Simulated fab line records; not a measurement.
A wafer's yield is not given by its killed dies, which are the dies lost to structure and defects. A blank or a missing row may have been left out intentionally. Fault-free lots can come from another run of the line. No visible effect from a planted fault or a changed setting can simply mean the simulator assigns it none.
Comparing a struck lot with a sound one	flow sky130	43 out of 708 route steps
Sound: the wafers L299.1, L299.4, L299.6. The struck wafers were L294.2, L294.4, L294.5. The cause is given at the end.
Order at every step that has rows: each side's tool, ch and its chambers, its first start. Under that, the readings that differ: sound wafers	struck wafers	difference of the means	sigmas: that difference in standard deviations of wafers without a fault.
alike: readings with means less than 2 such deviations apart, plus words and numbers identical on both sides. not compared: withheld readings, readings lacking a value on some wafer, bounds such as >300 that could conceal the same value, and numbers that have no deviation in the record and whose values overlap.
Wherever a step has rows on one side only, a row that says differs or no value, or a row with sigmas, the two part there. Numbers that have no deviation but don't overlap get no sigmas and don't part them. A reading missing from all wafers of one side parts the sides only when that side holds two or more wafers.

first, 7 steps without rows for these wafers: SKY_CONTACT_HMDS_07 (prime time 60 s); SKY_CONTACT_COAT_08 (resist thk 60 nm); SKY_CONTACT_COAT_09 (resist thk 450 nm); SKY_CONTACT_SOFTBAKE_10 (time 90 s); SKY_CONTACT_EXPOSE_11 (exposes mask CTM1, target cd 170 nm); SKY_CONTACT_PEB_12; SKY_CONTACT_DEVELOP_13 (develop time 60 s).
SKY_CONTACT_CD_MEAS_14: the cd target is 170 nm.
  sound on cd_sem-01, day 38 02:57; struck on cd_sem-02, day 36 10:17
  alike: cd_nm
SKY_CONTACT_OVL_MEAS_15:
  sound on overlay-01, day 38 03:04; struck on overlay-01, day 36 10:23
  alike: CONTACT_OVL
SKY_CONTACT_ETCH_16: etches BARC in N2/H2, stops on SiO2, time 45.9 s, target depth 60 nm.
  sound on rie_diel-04 ch 0,1, day 38 03:07; struck on rie_diel-03 ch 1,3, day 36 10:25
  alike: drypump_motor_current_A, oes_product_au, throttle_valve_pct
  not compared: rf_hours_counter_h
SKY_CONTACT_ETCH_17: etches SiO2 in C4F8/O2/Ar, stops on Si3N4, target depth 340 nm.
  sound on rie_diel-04 ch 0,1, day 38 03:09; struck on rie_diel-03 ch 1,3, day 36 10:27
  alike: oes_product_au
SKY_CONTACT_ETCH_18: etches Si3N4 in CHF3/O2, stops on TiN, time 39 s, target depth 75 nm.
  sound: rie_diel-04 ch 0,1; struck: rie_diel-03 ch 1,3
  alike: drypump_motor_current_A, oes_product_au, throttle_valve_pct
  not compared: rf_hours_counter_h
SKY_CONTACT_STRIP_19: strips in O2/N2.
  sound on plasma_asher-03 ch 0,1, day 38 03:14; struck on plasma_asher-04 ch 0, day 36 10:33
reading	sound	struck	difference	sigmas
drypump_motor_current_A (A)	5.2 5.3 5.3	6.6 6.6 6.6	+1.3	+3
  alike: o2_flow_sccm, oes_product_au, strip_time_to_endpoint_s
  not compared: rf_hours_counter_h
then, 3 steps without rows for these wafers: SKY_CONTACT_STRIP_20 (strips in post etch residue remover, time 1200 s); SKY_CONTACT_CLEAN_21 (cleans in IPA, time 180 s); SKY_CONTACT_CLEAN_22 (cleans in O3/DIW).
SKY_CONTACT_SPUTTER_23: material TiN, target thk 20 nm, time 80 s.
  sound on pvd_sputter-01, day 38 03:50; struck on pvd_sputter-02, day 36 11:12
  alike: cathode_dc_power_W, throttle_valve_pct
then, 1 step without rows for these wafers: SKY_CONTACT_CVD_24 (deposits W, target thk 340 nm, time 102.12 s).
SKY_CONTACT_RS_MEAS_25: measures by four-point-probe.
  sound on film_metro-02, day 38 04:00; struck on film_metro-01, day 36 11:23
  alike: CONTACT_W_RS
SKY_CONTACT_THK_MEAS_26: measures by xrf.
  sound on film_metro-02, day 38 04:07; struck on film_metro-01, day 36 11:30
  alike: CONTACT_W_THK
then, 6 steps without rows for these wafers: SKY_CONTACT_CMP_27 (polishes, stops on SiO2, t overpolish 15 s, target thk 0 nm); SKY_METAL1_SPUTTER_00 (material Ti, target thk 15 nm, time 10 s); SKY_METAL1_SPUTTER_01 (material TiN, target thk 20 nm, time 16.7 s); SKY_METAL1_SPUTTER_02 (material AlCu, target thk 250 nm, time 13.3 s); SKY_METAL1_SPUTTER_03 (material Ti, target thk 5 nm, time 3.3 s); SKY_METAL1_SPUTTER_04 (material TiN, target thk 70 nm, time 58.3 s).
SKY_METAL1_RS_MEAS_05: measures by four-point-probe.
  sound on film_metro-03, day 38 04:37; struck on film_metro-04, day 36 12:01
  alike: METAL1_ALCU_RS
SKY_METAL1_THK_MEAS_06: measures by xrf.
  sound on film_metro-03, day 38 04:44; struck on film_metro-04, day 36 12:07
  alike: METAL1_ALCU_THK
then, 8 steps without rows for these wafers: SKY_METAL1_DEHYDRATE_07 (time 60 s); SKY_METAL1_HMDS_08 (prime time 60 s); SKY_METAL1_COAT_09 (resist thk 60 nm); SKY_METAL1_COAT_10 (resist thk 450 nm); SKY_METAL1_SOFTBAKE_11 (time 90 s); SKY_METAL1_EXPOSE_12 (exposes mask MM1, target cd 140 nm); SKY_METAL1_PEB_13; SKY_METAL1_DEVELOP_14 (develop time 60 s).
SKY_METAL1_CD_MEAS_15: the cd target is 140 nm.
  sound on cd_sem-02, day 39 06:08; struck on cd_sem-01, day 37 14:46
  alike: cd_nm
SKY_METAL1_OVL_MEAS_16:
  sound on overlay-01, day 39 06:16; struck on overlay-02, day 37 14:52
  alike: METAL1_OVL
then, 3 steps without rows for these wafers: SKY_METAL1_DESCUM_17 (chemistry O2, time 8 s); SKY_METAL1_ETCH_18 (etches BARC in N2/H2, stops on SiO2, time 45.9 s, target depth 60 nm); SKY_METAL1_METAL_ETCH_19 (etches the open film in Cl2/BCl3, stops on SiO2, target depth 360 nm, time 78 s).
SKY_METAL1_STRIP_20: strips in O2/N2.
  sound on plasma_asher-02 ch 0,1, day 39 06:29; struck on plasma_asher-01 ch 0,1, day 37 15:05
  alike: drypump_motor_current_A, o2_flow_sccm, oes_product_au, strip_time_to_endpoint_s
  not compared: rf_hours_counter_h
-- the record jumps here: 12 days lie between the struck wafers' starts before and after (it left off in module METAL1 and takes up again in module PAD_OPEN, whose first step shown is number 708 of the route) --
SKY_PAD_OPEN_PROBE_99:
  record: rows for the struck wafers here (prober-02, day 49 09:32), none for the sound ones

WHERE THEY PART
Last at SKY_PAD_OPEN_PROBE_99 as far as this record goes, first at SKY_CONTACT_STRIP_19.

WHY: whatever the simulator had introduced
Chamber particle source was plasma_asher-04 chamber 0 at SKY_CONTACT_STRIP_19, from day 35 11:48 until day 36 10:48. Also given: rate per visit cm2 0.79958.
